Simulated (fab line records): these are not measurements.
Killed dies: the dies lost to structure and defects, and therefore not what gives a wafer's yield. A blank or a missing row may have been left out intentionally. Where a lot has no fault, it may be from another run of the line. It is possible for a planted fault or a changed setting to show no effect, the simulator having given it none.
fab line records ; flow sky130
record: lots: 11; wafers: 33; last-day: 50
route steps=708 shown SONOS_ONO@183 RES_PROTECT@214 POLY_GATE@222 PAD_OPEN@708
lots that met no fault: taken from a fault-free run of the same line
start-h: hours from the record's first day to the start of the lot's first wafer shown ; wait-h: time in hours since the lot's previous step ; " identical to the entry in the row above ; L1.1+2: one row covering several wafers at once ; - no value present, or no start provided ; * or withheld: withheld ; < > ~ a bound
route shown NAME@n: NAME is a module with steps in the file, n the number in the route of the first one ; usual: the fault-free wafers' mean and standard deviation ; same: alike in all rows ; chamber/n: place in a boat ; sites: each site's reading ; _std_site: the standard deviation of these ; _edge_site: inner sites' mean taken away from outer sites' mean ; radius-mm: how far each site lies from the wafer's centre ; mask NAME#n: copy n ; behind: tool/chamber where the wafer was last shaped ; hold: why the lot went on hold/how many hours it stayed there/how the hold came to an end ; device: the transistor (n, p or np) that didn't switch ; end of line: tests run on the same wafers once the route is complete ; a step with no rows: only its recipe ; killed: dies that structure and defects cost at the first sort, which is not the same as the wafer's yield ; map: per-die view of a wafer (x killed, . not killed, _ where there is no die)
set.NAME: the setting the step ran with; set.NAME@STEP: the setting that earlier step ran with ; model.NAME: the simulator's own value behind a step, which no gauge read
one table for each step of the route and one row for each wafer, over a sample of lots
services: from which hour (start-h, from the record's first day; less than 0 if before it) a tool's chamber was out of use, for how many hours, and why
== steps ==
step: SKY_SONOS_ONO_ETCH_15
recipe: target-depth-nm: 19.52; chemistry: CHF3/O2; source-w: 600; bias-w: 200; pressure-mtorr: 40; chf3-flow-sccm: 50; O2_flow_sccm: 5; time-s: 7.8
usual: chf3-flow-sccm: 49.99/0.14; drypump-motor-current-A: 5.8/0.34; oes-product-au: 1.000/0.015; throttle-valve-pct: 8.825/0.0091
same: time-s: 7.8
lot.wafer;tool;chamber;start-h;wait-h;chf3-flow-sccm;drypump-motor-current-A;oes-product-au;rf-hours-counter-h;throttle-valve-pct
L269.4;rie-diel-02;0;302.44;0.0;50.17;5.7;0.977;128;8.821
L269.5;rie-diel-02;2;302.44;0.0;50.06;6.4;0.988;-;8.815
L269.6;rie-diel-02;1;302.44;0.0;49.94;5.5;1.009;-;8.817
L270.4;rie-diel-01;3;305.58;0.0;50.07;6.1;1.008;102;8.826
L270.5;rie-diel-01;3;305.58;0.0;50.16;6.1;1.011;-;8.826
L270.6;rie-diel-01;0;305.58;0.0;49.99;5.6;0.993;-;8.809
L271.2;rie-diel-02;2;350.57;0.0;49.98;6.4;0.988;1;8.831
L271.4;rie-diel-02;0;350.57;0.0;49.84;5.7;0.993;-;8.822
L271.5;rie-diel-02;2;350.57;0.0;49.94;6.4;0.996;-;8.820
L275.1;rie-diel-03;0;354.12;0.0;50.12;5.6;1.020;10;8.834
L275.4;rie-diel-03;2;354.12;0.0;49.87;5.5;1.005;90;8.842
L275.6;rie-diel-03;1;354.12;0.0;49.87;6.3;1.008;-;8.827
L279.3;rie-diel-03;1;372.96;0.0;49.89;6.2;0.999;76;8.819
L279.5;rie-diel-03;1;372.96;0.0;50.18;6.3;1.003;-;8.814
L279.6;rie-diel-03;0;372.96;0.0;50.05;5.6;1.022;-;8.828
L283.1;rie-diel-03;2;416.36;0.0;49.78;5.5;1.010;91;8.827
L283.2;rie-diel-03;3;416.36;0.0;50.03;5.4;0.969;76;8.803
L283.5;rie-diel-03;3;416.36;0.0;50.07;5.4;0.963;-;8.811
L285.1;rie-diel-03;0;423.12;0.0;50.03;5.6;1.013;11;8.847
L285.2;rie-diel-03;3;423.12;0.0;50.04;5.3;0.962;76;8.824
L285.5;rie-diel-03;1;423.12;0.0;49.96;6.2;1.005;-;8.827
L286.1;rie-diel-02;3;443.11;0.0;49.89;5.7;0.986;12;8.836
L286.2;rie-diel-02;1;443.11;0.0;49.87;5.4;1.001;2;8.818
L286.6;rie-diel-02;1;443.11;0.0;50.02;5.5;0.999;-;8.824
L287.4;rie-diel-03;1;450.42;0.0;49.96;6.3;1.004;77;8.832
L287.5;rie-diel-03;2;450.42;0.0;49.77;5.5;1.007;-;8.835
L287.6;rie-diel-03;1;450.42;0.0;49.96;6.3;0.995;-;8.812
L288.1;rie-diel-03;1;459.61;0.0;50.13;6.3;0.996;77;8.821
L288.4;rie-diel-03;2;459.61;0.0;50.09;5.5;1.002;91;8.813
L288.6;rie-diel-03;3;459.61;0.0;50.06;5.4;0.979;-;8.831
L290.2;rie-diel-01;1;471.01;0.0;49.94;5.7;1.009;10;8.823
L290.4;rie-diel-01;0;471.01;0.0;50.02;5.6;0.998;24;8.829
L290.6;rie-diel-01;2;471.01;0.0;49.95;6.0;0.987;-;8.814
step: SKY_RES_PROTECT_STRIP_07
recipe: chemistry: O2/N2; power-w: 1400; pressure-mtorr: 1500; platen-temp-c: withheld; o2-flow-sccm: 3000; n2-flow-sccm: 300; overash-fraction: 0.5
usual: drypump-motor-current-A: 5.8/0.32; oes-product-au: 0.515/0.0045; strip-time-to-endpoint-s: 23.44/0.042
lot.wafer;tool;chamber;start-h;wait-h;drypump-motor-current-A;oes-product-au;rf-hours-counter-h;strip-time-to-endpoint-s
L269.4;plasma-asher-04;0;361.95;0.1;5.6;0.514;-;23.40
L269.5;plasma-asher-04;0;361.95;0.1;5.6;0.512;-;23.42
L269.6;plasma-asher-04;1;361.95;0.1;6.2;0.519;-;23.37
L270.4;plasma-asher-01;1;363.15;0.1;6.3;0.512;-;23.38
L270.5;plasma-asher-01;0;363.15;0.1;5.9;0.514;-;23.39
L270.6;plasma-asher-01;1;363.15;0.1;6.3;0.519;-;23.41
L271.2;plasma-asher-04;1;410.40;0.1;6.1;0.527;72;23.48
L271.4;plasma-asher-04;1;410.40;0.1;6.2;0.515;-;23.44
L271.5;plasma-asher-04;0;410.40;0.1;5.6;0.506;-;23.46
L275.1;plasma-asher-01;1;417.87;0.1;6.3;0.519;30;23.49
L275.4;plasma-asher-01;1;417.87;0.1;6.3;0.518;-;23.41
L275.6;plasma-asher-01;1;417.87;0.1;6.3;0.514;-;23.44
L279.3;plasma-asher-04;1;439.55;0.1;6.1;0.513;-;23.38
L279.5;plasma-asher-04;0;439.55;0.1;5.6;0.514;-;23.38
L279.6;plasma-asher-04;1;439.55;0.1;6.2;0.517;-;23.35
L283.1;plasma-asher-04;1;485.17;0.1;6.2;0.520;6;23.49
L283.2;plasma-asher-04;0;485.17;0.1;5.6;0.515;6;23.43
L283.5;plasma-asher-04;0;485.17;0.1;5.6;0.522;-;23.40
L285.1;plasma-asher-04;0;491.02;0.2;5.6;0.510;6;23.37
L285.2;plasma-asher-04;1;491.02;0.2;6.2;0.509;6;23.40
L285.5;plasma-asher-04;1;491.02;0.2;6.2;0.512;-;23.38
L286.1;plasma-asher-04;0;510.67;0.1;5.6;0.518;8;23.47
L286.2;plasma-asher-04;1;510.67;0.1;6.2;0.517;8;23.50
L286.6;plasma-asher-04;0;510.67;0.1;5.6;0.512;-;23.44
L287.4;plasma-asher-03;0;515.54;0.1;5.7;0.519;-;23.46
L287.5;plasma-asher-03;1;515.54;0.1;5.4;0.508;-;23.46
L287.6;plasma-asher-03;0;515.54;0.1;5.7;0.522;-;23.43
L288.1;plasma-asher-01;1;526.20;0.1;6.3;0.521;39;23.46
L288.4;plasma-asher-01;0;526.20;0.1;5.9;0.516;-;23.42
L288.6;plasma-asher-01;0;526.20;0.1;6.0;0.515;-;23.39
L290.2;plasma-asher-03;1;537.97;0.1;5.4;0.517;70;23.50
L290.4;plasma-asher-03;1;537.97;0.1;5.4;0.513;-;23.45
L290.6;plasma-asher-03;0;537.97;0.1;5.6;0.524;-;23.46
step: SKY_RES_PROTECT_TW_MEAS_08
usual: POLY_GATE_TW: 4061/36
lot.wafer;tool;chamber;start-h;wait-h;POLY_GATE_TW
L269.4;film-metro-01;-;362.05;0.1;4078
L269.5;film-metro-01;-;362.05;0.1;4081
L269.6;film-metro-01;-;362.05;0.1;4075
L270.4;film-metro-02;-;363.25;0.1;4043
L270.5;film-metro-02;-;363.25;0.1;3993
L270.6;film-metro-02;-;363.25;0.1;4008
L271.2;film-metro-03;-;410.51;0.1;4099
L271.4;film-metro-03;-;410.51;0.1;4098
L271.5;film-metro-03;-;410.51;0.1;4113
L275.1;film-metro-01;-;417.97;0.1;4076
L275.4;film-metro-01;-;417.97;0.1;4103
L275.6;film-metro-01;-;417.97;0.1;4083
L279.3;film-metro-02;-;439.64;0.1;4020
L279.5;film-metro-02;-;439.64;0.1;3987
L279.6;film-metro-02;-;439.64;0.1;3999
L283.1;film-metro-03;-;485.27;0.1;4093
L283.2;film-metro-03;-;485.27;0.1;4076
L283.5;film-metro-03;-;485.27;0.1;4083
L285.1;film-metro-01;-;491.12;0.1;4062
L285.2;film-metro-01;-;491.12;0.1;4038
L285.5;film-metro-01;-;491.12;0.1;4063
L286.1;film-metro-01;-;510.77;0.1;4070
L286.2;film-metro-01;-;510.77;0.1;4059
L286.6;film-metro-01;-;510.77;0.1;4063
L287.4;film-metro-03;-;515.63;0.1;4102
L287.5;film-metro-03;-;515.63;0.1;4091
L287.6;film-metro-03;-;515.63;0.1;4092
L288.1;film-metro-03;-;526.30;0.1;4099
L288.4;film-metro-03;-;526.30;0.1;4098
L288.6;film-metro-03;-;526.30;0.1;4084
L290.2;film-metro-02;-;538.08;0.1;4027
L290.4;film-metro-02;-;538.08;0.1;4031
L290.6;film-metro-02;-;538.08;0.1;4031
step: SKY_POLY_GATE_COAT_08
recipe: resist: KrF-thick; spin-rpm: 3000; resist-thk-nm: 450
usual: dispense-pressure-kPa: 51/3.2; spin-speed-rpm: 3000.0/2
lot.wafer;tool;chamber;start-h;wait-h;dispense-pressure-kPa;spin-speed-rpm
L269.4;litho-track-01;0;379;-;55;2997.1
L269.5;litho-track-01;0;379;-;55;2998.4
L269.6;litho-track-01;0;379;-;55;2998.2
L270.4;litho-track-03;0;381;-;48;3000.1
L270.5;litho-track-03;0;381;-;48;3001.7
L270.6;litho-track-03;0;381;-;48;3000.8
L271.2;litho-track-03;0;430;-;48;3757.7
L271.4;litho-track-03;0;430;-;48;3760.8
L271.5;litho-track-03;0;430;-;48;3762.2
L275.1;litho-track-03;0;439;-;48;3760.0
L275.4;litho-track-03;0;439;-;48;3760.0
L275.6;litho-track-03;0;439;-;48;3760.2
L279.3;litho-track-02;0;456;-;52;2998.4
L279.5;litho-track-02;0;456;-;52;2998.7
L279.6;litho-track-02;0;456;-;52;3001.3
L283.1;litho-track-03;0;502;-;48;3002.3
L283.2;litho-track-03;0;502;-;48;2995.4
L283.5;litho-track-03;0;502;-;48;2999.7
L285.1;litho-track-03;0;508;-;48;2998.6
L285.2;litho-track-03;0;508;-;48;3004.6
L285.5;litho-track-03;0;508;-;48;2999.7
L286.1;litho-track-03;0;527;-;48;3001.7
L286.2;litho-track-03;0;527;-;48;2999.1
L286.6;litho-track-03;0;527;-;48;3003.4
L287.4;litho-track-01;0;533;-;55;2996.3
L287.5;litho-track-01;0;533;-;55;2998.2
L287.6;litho-track-01;0;533;-;55;2997.3
L288.1;litho-track-01;0;542;-;55;2998.6
L288.4;litho-track-01;0;543;-;55;2998.9
L288.6;litho-track-01;0;543;-;55;2996.5
L290.2;litho-track-03;0;553;-;48;2997.6
L290.4;litho-track-03;0;554;-;48;2999.3
L290.6;litho-track-03;0;554;-;48;2996.7
step: SKY_POLY_GATE_STRIP_18
recipe: chemistry: O2/N2; power-w: 1451; pressure-mtorr: 1500; platen-temp-c: withheld; o2-flow-sccm: 3000; n2-flow-sccm: 300; overash-fraction: 0.5
usual: drypump-motor-current-A: 5.72/0.25; oes-product-au: 0.361/0.0055; strip-time-to-endpoint-s: 3.08/0.049
lot.wafer;tool;chamber;start-h;wait-h;drypump-motor-current-A;oes-product-au;rf-hours-counter-h;strip-time-to-endpoint-s
L269.4;plasma-asher-04;0;393.44;0.0;5.58;0.359;-;3.02
L269.5;plasma-asher-04;0;393.44;0.0;5.59;0.362;-;3.05
L269.6;plasma-asher-04;1;393.44;0.0;6.18;0.356;-;3.06
L270.4;plasma-asher-03;1;395.35;0.1;5.42;0.364;-;3.11
L270.5;plasma-asher-03;1;395.35;0.1;5.42;0.360;-;3.09
L270.6;plasma-asher-03;0;395.35;0.1;5.65;0.358;-;3.10
L271.2;plasma-asher-03;0;446.06;0.0;5.67;0.346;60;2.58
L271.4;plasma-asher-03;1;446.06;0.0;5.40;0.342;-;2.58
L271.5;plasma-asher-03;0;446.06;0.0;5.66;0.346;-;2.54
L275.1;plasma-asher-04;0;454.56;0.0;5.58;0.342;2;2.63
L275.4;plasma-asher-04;0;454.56;0.0;5.57;0.338;-;2.52
L275.6;plasma-asher-04;0;454.56;0.0;5.56;0.336;-;2.51
L279.3;plasma-asher-04;0;472.79;0.1;5.61;0.361;-;3.17
L279.5;plasma-asher-04;1;472.79;0.1;6.19;0.349;-;3.08
L279.6;plasma-asher-04;0;472.79;0.1;5.59;0.364;-;3.01
L283.1;plasma-asher-03;1;517.01;0.0;5.40;0.357;68;3.03
L283.2;plasma-asher-03;0;517.01;0.0;5.67;0.365;68;3.12
L283.5;plasma-asher-03;1;517.01;0.0;5.42;0.354;-;3.03
L285.1;plasma-asher-04;0;524.96;0.0;5.60;0.362;10;3.04
L285.2;plasma-asher-04;1;524.96;0.0;6.18;0.362;10;3.14
L285.5;plasma-asher-04;1;524.96;0.0;6.19;0.365;-;3.14
L286.1;plasma-asher-02;1;543.81;0.0;5.79;0.353;88;3.06
L286.2;plasma-asher-02;0;543.81;0.0;5.62;0.362;88;3.04
L286.6;plasma-asher-02;1;543.81;0.0;5.78;0.357;-;3.11
L287.4;plasma-asher-02;1;547.69;0.0;5.78;0.367;-;3.13
L287.5;plasma-asher-02;1;547.69;0.0;5.79;0.363;-;3.14
L287.6;plasma-asher-02;0;547.69;0.0;5.62;0.356;-;3.05
L288.1;plasma-asher-04;0;558.71;0.0;5.60;0.361;13;3.03
L288.4;plasma-asher-04;0;558.71;0.0;5.59;0.363;-;3.11
L288.6;plasma-asher-04;1;558.71;0.0;6.19;0.360;-;3.10
L290.2;plasma-asher-04;1;570.06;0.0;6.17;0.374;15;3.15
L290.4;plasma-asher-04;1;570.06;0.0;6.18;0.377;-;3.16
L290.6;plasma-asher-04;0;570.06;0.0;5.59;0.359;-;3.03
step: SKY_PAD_OPEN_PROBE_99
usual: killed_at_M0_to_M3: 43/7.5; killed_at_M4_up: 3.0/1.6; killed-at-contacts: 23/5.8; killed-at-front-end: 14/4.8; killed-at-other: 0.3/0.52; killed-dies: 84/9.1; killed-open: 47/7.2; killed-short: 37/5.8
same: gross-dies: 492; killed-at-back-side: 0
lot.wafer;tool;chamber;start-h;wait-h;killed_at_M0_to_M3;killed_at_M4_up;killed-at-contacts;killed-at-front-end;killed-at-other;killed-dies;killed-open;killed-short
L270.4;prober-02;-;1097.12;0.2;53;5;18;11;0;87;48;39
L270.5;prober-02;-;1097.17;0.2;48;3;27;12;0;90;57;33
L270.6;prober-02;-;1097.22;0.2;58;4;21;12;0;95;52;43
L269.4;prober-01;-;1097.66;0.2;43;3;24;15;0;85;51;34
L269.5;prober-01;-;1097.71;0.2;41;1;30;21;0;93;54;39
L269.6;prober-01;-;1097.76;0.2;36;2;28;13;0;79;36;43
L271.2;prober-02;-;1134.52;0.1;38;3;22;7;0;70;37;33
L271.4;prober-02;-;1134.62;0.2;35;2;26;3;0;66;35;31
L271.5;prober-02;-;1134.67;0.2;42;3;20;14;0;79;50;29
L275.1;prober-02;-;1137.51;0.1;34;5;18;20;0;77;41;36
L275.4;prober-02;-;1137.66;0.2;43;4;26;12;0;85;45;40
L275.6;prober-02;-;1137.76;0.2;61;6;28;16;0;111;55;56
L279.3;prober-02;-;1145.23;0.2;39;4;13;15;0;71;38;33
L279.5;prober-02;-;1145.33;0.2;42;5;20;15;0;82;39;43
L279.6;prober-02;-;1145.38;0.2;49;5;21;14;0;89;58;31
L283.1;prober-02;-;1171.58;0.1;46;2;24;6;0;78;49;29
L283.2;prober-02;-;1171.63;0.1;42;2;21;22;0;87;45;42
L283.5;prober-02;-;1171.78;0.2;47;5;13;23;1;89;47;42
L285.1;prober-02;-;1177.39;0.1;37;4;21;15;1;78;49;29
L285.2;prober-02;-;1177.44;0.1;42;1;24;10;1;78;50;28
L285.5;prober-02;-;1177.59;0.2;43;2;21;14;2;82;44;38
L286.1;prober-01;-;1183.98;0.1;50;2;19;7;1;79;51;28
L286.2;prober-01;-;1184.03;0.1;50;4;18;10;0;82;40;42
L286.6;prober-01;-;1184.23;0.2;45;0;21;12;1;79;46;33
L287.4;prober-02;-;1185.63;0.2;41;4;28;17;0;90;49;41
L287.5;prober-02;-;1185.68;0.2;33;4;29;10;0;76;40;36
L287.6;prober-02;-;1185.73;0.2;47;1;22;14;0;84;48;36
L288.1;prober-01;-;1194.51;0.1;42;1;8;16;0;67;23;44
L288.4;prober-01;-;1194.66;0.2;50;2;19;12;1;84;48;36
L288.6;prober-01;-;1194.76;0.2;51;2;16;14;0;83;51;32
L290.2;prober-01;-;1199.54;0.1;51;1;33;18;0;103;57;46
L290.4;prober-01;-;1199.64;0.2;48;0;23;15;1;87;50;37
L290.6;prober-01;-;1199.74;0.2;39;4;33;27;0;103;67;36
killed by level:class
L270.4 VIA1:geometric-particle:open=13 METAL1:geometric-particle:short=9 VIA2:geometric-particle:open=8 VIA3:geometric-particle:open=8 CONTACT:geometric-particle:open=8 METAL2:geometric-particle:short=5 VIA1:geometric-particle:short=4 METAL4:geometric-particle:short=4
L270.5 CONTACT:geometric-particle:open=13 VIA2:geometric-particle:open=11 VIA3:geometric-particle:open=8 VIA1:geometric-particle:open=8 LI_CONTACT:geometric-particle:open=7 METAL2:geometric-particle:short=5 METAL1:geometric-particle:short=4 METAL3:geometric-particle:short=4
L270.6 VIA1:geometric-particle:open=14 VIA3:geometric-particle:open=9 VIA1:geometric-particle:short=8 FIELD_ISO:geometric-particle:open=6 CONTACT:geometric-particle:open=6 VIA2:geometric-particle:short=6 VIA2:geometric-particle:open=6 LI_CONTACT:geometric-particle:open=5
L269.4 VIA1:geometric-particle:open=11 VIA2:geometric-particle:open=11 CONTACT:geometric-particle:open=10 CONTACT:geometric-particle:short=5 LI_CONTACT:geometric-particle:open=4 POLY_GATE:geometric-particle:open=3 VIA1:geometric-particle:short=3 SPACER:geometric-particle:short=3
L269.5 CONTACT:geometric-particle:open=15 VIA1:geometric-particle:open=15 VIA1:geometric-particle:short=8 VIA2:geometric-particle:open=5 POLY_GATE:geometric-particle:short=5 LOCAL_INTERCONNECT:geometric-particle:short=5 FIELD_ISO:geometric-particle:open=4 FIELD_ISO:geometric-particle:short=4
L269.6 VIA1:geometric-particle:open=12 CONTACT:geometric-particle:short=9 LOCAL_INTERCONNECT:geometric-particle:short=6 CONTACT:geometric-particle:open=6 VIA3:geometric-particle:open=5 LI_CONTACT:geometric-particle:open=4 VIA1:geometric-particle:short=4 VIA3:geometric-particle:short=4
L271.2 VIA1:geometric-particle:open=10 METAL1:geometric-particle:short=7 LI_CONTACT:geometric-particle:open=6 LOCAL_INTERCONNECT:geometric-particle:short=6 METAL2:geometric-particle:short=5 VIA3:geometric-particle:open=5 CONTACT:geometric-particle:open=4 CONTACT:geometric-particle:short=3
L271.4 VIA3:geometric-particle:open=8 LOCAL_INTERCONNECT:geometric-particle:short=7 CONTACT:geometric-particle:open=7 VIA2:geometric-particle:open=6 METAL2:geometric-particle:short=6 CONTACT:geometric-particle:short=5 LI_CONTACT:geometric-particle:open=5 METAL1:geometric-particle:short=5
L271.5 VIA2:geometric-particle:open=10 LI_CONTACT:geometric-particle:open=9 VIA1:geometric-particle:open=8 CONTACT:geometric-particle:open=7 VIA3:geometric-particle:open=6 METAL1:geometric-particle:short=5 VIA3:geometric-particle:short=4 POLY_GATE:geometric-particle:open=3
L275.1 CONTACT:geometric-particle:open=9 VIA1:geometric-particle:open=8 FIELD_ISO:geometric-particle:short=6 METAL1:geometric-particle:short=6 VIA2:geometric-particle:open=6 FIELD_ISO:geometric-particle:open=5 LI_CONTACT:geometric-particle:open=4 METAL2:geometric-particle:short=4
L275.4 VIA1:geometric-particle:open=12 LI_CONTACT:geometric-particle:open=9 VIA2:geometric-particle:open=6 CONTACT:geometric-particle:short=5 VIA1:geometric-particle:short=5 VIA3:geometric-particle:open=5 LI_CONTACT:geometric-particle:short=4 LOCAL_INTERCONNECT:geometric-particle:short=4
L275.6 VIA1:geometric-particle:open=14 METAL1:geometric-particle:short=10 CONTACT:geometric-particle:open=10 VIA2:geometric-particle:open=10 POLY_GATE:geometric-particle:short=6 LOCAL_INTERCONNECT:geometric-particle:short=6 METAL2:geometric-particle:short=6 POLY_GATE:geometric-particle:open=4
L279.3 VIA3:geometric-particle:open=8 VIA2:geometric-particle:open=6 FIELD_ISO:geometric-particle:short=5 CONTACT:geometric-particle:open=5 METAL1:geometric-particle:short=5 METAL3:geometric-particle:short=4 POLY_GATE:geometric-particle:open=4 VIA1:geometric-particle:short=4
L279.5 VIA1:geometric-particle:open=9 VIA3:geometric-particle:open=9 LOCAL_INTERCONNECT:geometric-particle:short=7 VIA3:geometric-particle:short=6 POLY_GATE:geometric-particle:short=5 CONTACT:geometric-particle:open=5 LI_CONTACT:geometric-particle:open=4 METAL1:geometric-particle:short=4
L279.6 CONTACT:geometric-particle:open=12 VIA3:geometric-particle:open=12 VIA1:geometric-particle:open=11 VIA2:geometric-particle:open=7 FIELD_ISO:geometric-particle:open=5 VIA1:geometric-particle:short=4 METAL4:geometric-particle:short=4 FIELD_ISO:geometric-particle:short=3
L283.1 VIA1:geometric-particle:open=16 CONTACT:geometric-particle:open=10 VIA1:geometric-particle:short=7 METAL2:geometric-particle:short=7 LI_CONTACT:geometric-particle:open=6 VIA3:geometric-particle:open=5 VIA2:geometric-particle:open=4 LOCAL_INTERCONNECT:geometric-particle:short=3
L283.2 VIA2:geometric-particle:open=8 FIELD_ISO:geometric-particle:open=7 VIA1:geometric-particle:open=7 VIA3:geometric-particle:open=7 LI_CONTACT:geometric-particle:open=6 POLY_GATE:geometric-particle:short=5 METAL1:geometric-particle:short=5 VIA1:geometric-particle:short=5
L283.5 FIELD_ISO:geometric-particle:open=9 VIA1:geometric-particle:short=8 VIA1:geometric-particle:open=7 VIA2:geometric-particle:open=7 FIELD_ISO:geometric-particle:short=6 METAL1:geometric-particle:short=5 CONTACT:geometric-particle:open=5 VIA2:geometric-particle:short=5
L285.1 VIA1:geometric-particle:open=11 CONTACT:geometric-particle:open=7 LI_CONTACT:geometric-particle:open=6 VIA2:geometric-particle:open=6 FIELD_ISO:geometric-particle:open=5 VIA2:geometric-particle:short=5 POLY_GATE:geometric-particle:short=4 CONTACT:geometric-particle:short=4
L285.2 VIA1:geometric-particle:open=14 LI_CONTACT:geometric-particle:open=9 CONTACT:geometric-particle:open=9 METAL1:geometric-particle:short=7 VIA2:geometric-particle:open=5 FIELD_ISO:geometric-particle:open=3 CONTACT:geometric-particle:short=3 METAL2:geometric-particle:short=3
L285.5 VIA1:geometric-particle:open=12 METAL2:geometric-particle:short=8 LI_CONTACT:geometric-particle:open=7 VIA1:geometric-particle:short=6 VIA2:geometric-particle:open=6 LOCAL_INTERCONNECT:geometric-particle:short=5 CONTACT:geometric-particle:open=5 VIA3:geometric-particle:open=5
L286.1 VIA1:geometric-particle:open=15 VIA3:geometric-particle:open=9 CONTACT:geometric-particle:open=8 VIA2:geometric-particle:open=7 VIA1:geometric-particle:short=7 LI_CONTACT:geometric-particle:open=6 FIELD_ISO:geometric-particle:open=3 LI_CONTACT:geometric-particle:short=3
L286.2 VIA1:geometric-particle:open=16 METAL1:geometric-particle:short=6 LI_CONTACT:geometric-particle:open=5 VIA3:geometric-particle:open=5 FIELD_ISO:geometric-particle:short=4 VIA2:geometric-particle:short=4 LI_CONTACT:geometric-particle:short=4 VIA1:geometric-particle:short=4
L286.6 VIA1:geometric-particle:open=13 VIA2:geometric-particle:open=7 LI_CONTACT:geometric-particle:open=6 VIA1:geometric-particle:short=6 CONTACT:geometric-particle:open=5 METAL2:geometric-particle:short=5 FIELD_ISO:geometric-particle:short=4 POLY_GATE:geometric-particle:open=4
L287.4 VIA1:geometric-particle:open=11 LI_CONTACT:geometric-particle:open=9 CONTACT:geometric-particle:open=7 METAL1:geometric-particle:short=7 VIA1:geometric-particle:short=7 POLY_GATE:geometric-particle:short=6 FIELD_ISO:geometric-particle:short=5 LOCAL_INTERCONNECT:geometric-particle:short=5
L287.5 CONTACT:geometric-particle:open=11 VIA1:geometric-particle:open=8 METAL1:geometric-particle:short=8 LI_CONTACT:geometric-particle:open=7 CONTACT:geometric-particle:short=6 FIELD_ISO:geometric-particle:short=5 VIA2:geometric-particle:open=5 VIA3:geometric-particle:short=4
L287.6 VIA1:geometric-particle:open=10 CONTACT:geometric-particle:open=8 VIA2:geometric-particle:open=8 CONTACT:geometric-particle:short=6 METAL2:geometric-particle:short=6 LI_CONTACT:geometric-particle:open=5 VIA3:geometric-particle:short=5 VIA3:geometric-particle:open=4
L288.1 VIA1:geometric-particle:open=8 METAL1:geometric-particle:short=7 METAL2:geometric-particle:short=7 POLY_GATE:geometric-particle:short=5 FIELD_ISO:geometric-particle:short=4 VIA1:geometric-particle:short=4 VIA2:geometric-particle:short=4 LI_CONTACT:geometric-particle:short=3
L288.4 VIA1:geometric-particle:open=11 VIA2:geometric-particle:open=9 VIA3:geometric-particle:open=9 CONTACT:geometric-particle:open=8 METAL1:geometric-particle:short=8 METAL2:geometric-particle:short=5 LI_CONTACT:geometric-particle:short=4 POLY_GATE:geometric-particle:short=3
L288.6 VIA1:geometric-particle:open=12 VIA2:geometric-particle:open=11 CONTACT:geometric-particle:open=9 VIA3:geometric-particle:open=7 METAL1:geometric-particle:short=6 FIELD_ISO:geometric-particle:open=5 METAL2:geometric-particle:short=4 FIELD_ISO:geometric-particle:short=3
L290.2 CONTACT:geometric-particle:open=17 VIA1:geometric-particle:open=13 VIA1:geometric-particle:short=8 LI_CONTACT:geometric-particle:open=7 METAL2:geometric-particle:short=7 FIELD_ISO:geometric-particle:short=6 CONTACT:geometric-particle:short=6 VIA2:geometric-particle:open=6
L290.4 VIA1:geometric-particle:open=10 CONTACT:geometric-particle:open=9 VIA3:geometric-particle:open=8 FIELD_ISO:geometric-particle:open=6 METAL1:geometric-particle:short=6 CONTACT:geometric-particle:short=6 METAL2:geometric-particle:short=6 LI_CONTACT:geometric-particle:open=5
L290.6 VIA1:geometric-particle:open=14 CONTACT:geometric-particle:open=13 FIELD_ISO:geometric-particle:open=9 LI_CONTACT:geometric-particle:open=9 CONTACT:geometric-particle:short=7 POLY_GATE:geometric-particle:short=5 POLY_GATE:geometric-particle:open=5 METAL2:geometric-particle:short=5
== services ==
tool;chamber;start-h;hours;kind
plasma-asher-02;-;307.86;1.8;repair
rie-diel-03;-;328.74;0.7;repair
rie-diel-02;-;329.11;1.0;repair
rie-diel-02;3;346.87;5.6;repair
rie-diel-03;0;352.04;1.4;repair
plasma-asher-01;-;360.87;1.6;repair
rie-diel-03;3;369.07;8.3;repair
plasma-asher-04;-;384.05;2.2;repair
plasma-asher-04;-;401.92;2.2;repair
plasma-asher-04;-;421.25;9.0;pm
rie-diel-01;2;422.97;5.7;repair
rie-diel-01;3;440.92;1.7;repair
plasma-asher-01;-;480.93;4.5;repair
rie-diel-01;1;482.93;20.4;repair
rie-diel-02;2;486.31;7.8;repair
plasma-asher-01;-;488.27;3.8;repair
plasma-asher-03;-;490.70;1.2;repair
rie-diel-03;0;494.50;3.6;repair
rie-diel-03;-;494.54;1.9;repair
rie-diel-02;1;505.64;9.8;repair
plasma-asher-01;-;509.06;10.3;pm
plasma-asher-01;-;531.64;4.3;pm
plasma-asher-03;-;551.24;1.0;repair
rie-diel-02;2;563.43;11.3;repair
== key ==
first-sign: step: SKY_POLY_GATE_COAT_08; reading: spin-speed-rpm; direction: up; sigmas: 99+; usual: 3000.0; struck: 3760.2
effect: step: SKY_POLY_GATE_STRIP_18; reading: strip-time-to-endpoint-s; direction: down; sigmas: 11; usual: *; struck: *
met-at SKY_POLY_GATE_COAT_08
struck-lots L271,L275
tester-left-out L271,L275
not-acting-at SKY_SONOS_ONO_ETCH_15,SKY_RES_PROTECT_STRIP_07,SKY_RES_PROTECT_TW_MEAS_08
onset-between 381 430
fault: kind: process-parameter-drift; tool: litho-track-03; chamber: -; onset-h: 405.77; steps: SKY_POLY_GATE_COAT_08; channel: spin-rpm; offset: 760.62; shape: step; end-h: 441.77; acts-in: these-recipes-only; stated: 3000
tester-left-out: of these lots the tester's yield and bins aren't shown, on N5 and GAA mostly nor the transistor test; their killed dies are dies lost to structure and defects alone, not to doping, threshold or leakage, so they don't give the yield
